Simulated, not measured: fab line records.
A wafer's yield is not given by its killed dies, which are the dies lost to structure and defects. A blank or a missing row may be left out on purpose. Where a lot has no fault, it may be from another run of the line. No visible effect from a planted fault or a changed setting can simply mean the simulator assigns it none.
Code-filled problem report in 8D (eight disciplines) form    flow gf180mcu    the parts of the form that need people (team, actions taken, sign-off) are left out

== 1. WHAT IS WRONG ==
At GF_V1_CVD_23, chamber pressure Torr averages 38.40 Torr over 6 wafers from 2 lots, while fault-free wafers read 40.00 Torr, standard deviation 0.096. That puts it -17 standard deviations away from the usual mean.
The step: deposits W, target thk 350 nm, time 105.05 s.
The first sign was on wafer L519.1 at day 20 03:05, on cvd w-02. At this step, 18 wafers from 6 lots have a number in the record. Rule for "out", or "out of limits": more than 4 standard deviations from the usual mean. All remaining wafers that have a number are taken as sound.

== 2. WHAT THIS IS AND IS NOT ==
question                     is                      is not
which readings at this step  chamber pressure Torr   heater power w
which lots                   L518, L519              L514, L520, L530, L533
which wafers of those lots   all that have a number  -
read on which tools          cvd w-02                cvd w-01
when                         from day 20 03:05       up to then (3 sound wafers); but 9 sound wafers of L520, L530, L533 came after

== 3. SUSPECTS, AND WHAT RULES EACH OUT ==
Counting: any tool at a process step up to the reading is kept as a suspect provided that every lot that is out went through it and no sound lot did after the first of them.
- cvd w-02 at GF_V1_CVD_23 (deposits W, target thk 350 nm, time 105.05 s): ruled out as a lasting fault. After its first lot that is out, L519 (day 20 03:05), sound lots L530, L533 ran on it.
Left after counting: nothing in the record.

== 4. THE CAUSE (what the simulator had put in) ==
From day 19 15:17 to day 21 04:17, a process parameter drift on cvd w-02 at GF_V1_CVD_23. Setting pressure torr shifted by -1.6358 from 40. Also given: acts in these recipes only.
Counting ruled it out, wrongly.

== 5. THE CHAIN OF EFFECTS, in route order ==
Rows list readings where the struck wafers' mean (over those with a number) sits beyond 3 standard deviations from the usual. Only readings whose record carries a usual standard deviation are examined. hours: median over the lots of the time between each lot's start at the first step of this table that gives one and its start at this step. sigmas: the change, counted in usual standard deviations.
hours  step          reading                usual       on struck wafers  change  sigmas
0      GF_V1_CVD_23  chamber pressure Torr  40.00 Torr  38.40             -1.60   -17
Process steps it contains:
- GF_V1_CVD_23: deposits W, target thk 350 nm, time 105.05 s.
At these later measuring or inspecting steps, every struck wafer for which the step has a row has a number for every such reading, and none has moved that far: GF_V1_RS_MEAS_24.

== 6. HOW IT WOULD HAVE BEEN CAUGHT EARLIER ==
In this record no reading fell out of limits until day 20 03:05, 12 hours after the fault had begun at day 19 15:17.
